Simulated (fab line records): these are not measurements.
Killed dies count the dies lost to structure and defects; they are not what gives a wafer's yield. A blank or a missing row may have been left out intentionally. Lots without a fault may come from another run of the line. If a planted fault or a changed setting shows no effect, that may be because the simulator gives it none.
Comparing a struck lot with a sound one :: flow sky130 :: 17 out of 708 route steps
Sound: wafers L827.3, L827.5, L827.6. Wafers struck: L843.1, L843.4, L843.5. The cause is given at the end.
Each step with rows lists, per side, the tool, then ch with its chambers, then its first start. Under that, the readings that differ: sound wafers :: struck wafers :: difference of the means :: sigmas: that difference in standard deviations of wafers without a fault.
alike: readings with means less than 2 such deviations apart, plus words and numbers identical on both sides. not compared: withheld readings, readings lacking a value on some wafer, bounds such as >300 that could conceal the same value, and numbers that have no deviation in the record and whose values overlap.
A row with sigmas, a row that says differs or no value, or rows on one side alone: a step with any of these is where the two part. Numbers that don't overlap but have no deviation are shown without sigmas and don't part them. Lack of a reading on every wafer of one side parts them only where that side has two or more wafers.

first, 1 step without rows for these wafers: SKY_LDD_N_IMPLANT_15.
SKY_LDD_N_STRIP_16: strips in O2/N2.
  sound on plasma-asher-04 ch 0,1, day 18 06:26; struck on plasma-asher-03 ch 0, day 23 21:11
  alike: drypump-motor-current-A, oes-product-au, strip-time-to-endpoint-s
  not compared: rf-hours-counter-h
SKY_LDD_N_TW_MEAS_17:
  sound on film-metro-04, day 18 06:31; struck on film-metro-02, day 23 21:17
  alike: LDD_N_TW
then, 7 steps without rows for these wafers: SKY_LDD_P_DEHYDRATE_00 (time 60 s); SKY_LDD_P_HMDS_01 (prime time 60 s); SKY_LDD_P_COAT_02 (resist thk 1140 nm); SKY_LDD_P_SOFTBAKE_03 (time 60 s); SKY_LDD_P_EXPOSE_04 (exposes mask PSDM, target cd 380 nm); SKY_LDD_P_PEB_05; SKY_LDD_P_DEVELOP_06 (develop time 60 s).
SKY_LDD_P_CD_MEAS_07 targets a cd of 380 nm.
  sound on cd-sem-01, day 19 13:06; struck on cd-sem-01, day 25 03:29
  alike: cd-nm
SKY_LDD_P_OVL_MEAS_08:
  sound on overlay-02, day 19 13:11; struck on overlay-01, day 25 03:36
  alike: LDD_P_OVL
SKY_LDD_P_IMPLANT_09:
  sound on implanter-02 ch 0, day 19 13:16; struck on implanter-01 ch 0, day 25 03:38
reading: dose-ions-cm2
sound: 1e+13 9.988e+12 1.0005e+13
struck: 9.83e+11 9.91e+11 1.006e+12
difference: -9.00e+12
sigmas: -99 or more

reading: faraday-current-uA
sound: 56.7 55.1 57.2
struck: 5.7 5.8 5.5
difference: -50.7
sigmas: -46
  alike: beam-on-s
SKY_LDD_P_STRIP_10: strips in O2/N2.
  sound on plasma-asher-01 ch 0,1, day 19 13:24; struck on plasma-asher-01 ch 1, day 25 03:47
  alike: drypump-motor-current-A, oes-product-au, strip-time-to-endpoint-s
  not compared: rf-hours-counter-h
SKY_LDD_P_TW_MEAS_11:
  sound on film-metro-02, day 19 13:29; struck on film-metro-03, day 25 03:53
reading: LDD_P_TW
sound: 630 634 636
struck: 322 320 315
difference: -314
sigmas: -42
then, 1 step without rows for these wafers: SKY_LDD_HVN_DEHYDRATE_00 (time 60 s).
-- here the record skips 25 days between the struck wafers' starts before and after, leaving off in module LDD_HVN and picking up in module PAD_OPEN (first step shown: number 708 of the route) --
SKY_PAD_OPEN_PROBE_99:
  sound on prober-02, day 46 04:47; struck on prober-01, day 49 20:56
  no value came back on the struck wafers for any of 8 readings (model.etest.tip-p.rs-ohm-sq, model.etest.tip-p.rs-ohm-sq-range and others); on the sound wafers model.etest.tip-p.rs-ohm-sq reads 6969 6900 6900
  alike: killed_at_M0_to_M3, killed_at_M4_up, killed-at-contacts, killed-at-front-end, killed-at-other, killed-dies, killed-open, killed-short

== WHERE THEY PART ==
First at SKY_LDD_P_IMPLANT_09; last, within this record, at SKY_PAD_OPEN_PROBE_99.

WHY: the cause the simulator had injected
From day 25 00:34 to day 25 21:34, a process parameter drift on implanter-01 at SKY_LDD_P_IMPLANT_09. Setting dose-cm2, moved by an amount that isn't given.
